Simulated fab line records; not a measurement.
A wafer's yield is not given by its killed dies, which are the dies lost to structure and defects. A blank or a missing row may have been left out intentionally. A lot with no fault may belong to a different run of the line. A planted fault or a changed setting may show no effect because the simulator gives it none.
A single fault, viewed from 2 desks	flow gf180mcu	only its own numbers are on each desk; what lay behind them is given at the end

## THE METROLOGY DESK
What the gauges read, lot by lot, whatever tool the lot ran on: means of the sampled wafers that have a number. If a lot's mean is further than 4 standard deviations from the usual mean, the lot is out of limits and carries the mark OUT (the distance appears in the brackets).
Columns: A = V3_BOW at GF_V3_BOW_MEAS_05, usual 117 um; B = V4_CVD_00_THK at GF_V4_THK_MEAS_01, usual 596 nm; C = V4_BOW at GF_V4_BOW_MEAS_05, usual 135 um
lot	first seen here	A	B	C
L876	day 21 13:06	124	598	136
L877	day 21 21:22	111	591	124
L878	day 21 23:50	118	594	132
L883	day 24 02:03	115	603	134
L886	day 25 07:17	114	588	129
L888	day 25 11:01	119	595	139
L889	day 25 14:56	126	606	145
L890	day 26 08:01	116	601	130
L892	day 26 23:08	117	591	132
L891	day 27 01:50	130	595	150
L893	day 27 15:57	114	591	137
L895	day 27 17:34	114	598	135
L898	day 28 18:50	97	598	111
L897	day 28 19:02	122	600	141
Finding of this desk: none of the 14 lots has anything out of limits.

## DESK OF THE TOOL OWNER: rieMetal-02
The tool's own readings at GF_M4_METAL_ETCH_16 (etches the open film in Cl2/BCl3, stops on SiO2, target depth 750.8 nm, time 125.1 s): means of the sampled wafers that have a number, for each lot that ran on this tool. If a lot's mean is further than 4 standard deviations from the usual mean, the lot is out of limits and carries the mark OUT (the distance appears in the brackets).
Columns: A = drypumpMotorCurrentA at GF_M4_METAL_ETCH_16, usual 6.0 A; B = mfcCl2Sccm at GF_M4_METAL_ETCH_16, usual 80.03 sccm; C = oesProductAu at GF_M4_METAL_ETCH_16, usual 0.992 a.u.; D = throttleValvePct at GF_M4_METAL_ETCH_16, usual 28.229 %
lot	first seen here	A	B	C	D
L877	day 23 20:58	6.0	80.00	0.990	28.230
L883	day 25 23:10	6.0	79.95	0.996	28.228
L888	day 27 06:37	6.0	80.11	0.946 (-8.3) OUT	28.285 (+6.3) OUT
L889	day 27 08:46	6.0	80.08	0.898 (-17) OUT	28.336 (+12) OUT
This desk's verdict: out of limits on L888, L889, starting with L888 at day 27 06:37 (oesProductAu at GF_M4_METAL_ETCH_16). L877, L883 stayed within limits.

## TAKEN TOGETHER
At day 27 06:37, on L888, L889, the tool owner's desk was in a position to raise an alarm.
Metrology desk: nothing out of limits seen.
The metrology desk holds a record of L888, L889, inside its limits.
Of the lots named, all ran GF_M4_METAL_ETCH_16 on rieMetal-02.

## WHAT THE SIMULATOR HAD INSERTED
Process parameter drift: rieMetal-02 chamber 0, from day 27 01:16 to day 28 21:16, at GF_M4_METAL_ETCH_16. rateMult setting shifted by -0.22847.
Shown lots that were struck: L888, L889.
Time in hours from fault onset to the first out-of-limits reading at each desk: the tool owner's desk, 5.
